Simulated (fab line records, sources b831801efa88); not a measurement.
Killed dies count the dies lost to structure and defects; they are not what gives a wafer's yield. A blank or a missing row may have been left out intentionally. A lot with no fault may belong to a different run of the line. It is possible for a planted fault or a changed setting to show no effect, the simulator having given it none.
Problem report, 8D (eight disciplines) form, completed by code / flow gf180mcu / the parts of the form that need people (team, actions taken, sign-off) are left out

1. WHAT IS WRONG
Mean of chamber_o2_ppm at GF_SALICIDE_RTA_06: 302.006 across 9 wafers in 3 lots; on wafers with no fault it is 2.001 (standard deviation 0.018). So: +99 or more standard deviations from the usual mean.
The step: time 30 s.
Earliest sighting: wafer L883.3 on rtp_anneal-02 at day 18 13:31. The record holds 21 wafers of 7 lots with a number at this step. Rule for "out" (also "out of limits"): further than 4 standard deviations from the usual mean. The other wafers with a number count as sound.

2. WHAT THIS IS AND IS NOT
question=which readings at this step | is=chamber_o2_ppm | is not=lamp_power_pct
question=which lots | is=L883, L884, L886 | is not=L890, L892, L893, L895
question=which wafers of those lots | is=all that have a number | is not=-
question=read on which tools | is=rtp_anneal-02 | is not=rtp_anneal-01
question=when | is=from day 18 13:31 | is not=up to then (0 sound wafers); but 12 sound wafers of L890, L892, L893, L895 came after

3. SUSPECTS, AND WHAT RULES EACH OUT
Counting: a tool stays on the suspect list if, at a process step up to the reading, it processed all lots that are out and no sound lot following the first of them.
- rtp_anneal-02 at GF_SALICIDE_RTA_06 (time 30 s): ruled out as a lasting fault. The sound lots L893, L895 went through it after L883, its earliest lot that is out (day 18 13:31).
Left after counting: nothing in the record.

4. THE CAUSE (what the simulator had put in)
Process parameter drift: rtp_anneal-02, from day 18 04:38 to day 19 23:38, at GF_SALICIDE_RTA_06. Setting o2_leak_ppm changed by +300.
Counting ruled it out, wrongly.

5. SEQUENCE OF EFFECTS, ordered by route
Each row: a reading whose mean over the struck wafers that have a number lies more than 3 standard deviations from the usual. Only readings for which the record gives a usual standard deviation are gone through. hours: the time from each lot's start at the first step in this table that gives one to its start at this step, as a median over the lots. sigmas: the change in usual standard deviations.
hours=0; step=GF_SALICIDE_RTA_06; reading=chamber_o2_ppm; usual=2.001; on struck wafers=302.006; change=+300.005; sigmas=+99 or more
Here are the process steps it includes:
- GF_SALICIDE_RTA_06: time 30 s.

6. WHAT WOULD HAVE CAUGHT IT SOONER
9 hours passed between the start of the fault at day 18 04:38 and the first reading out of limits in this record, taken at day 18 13:31.
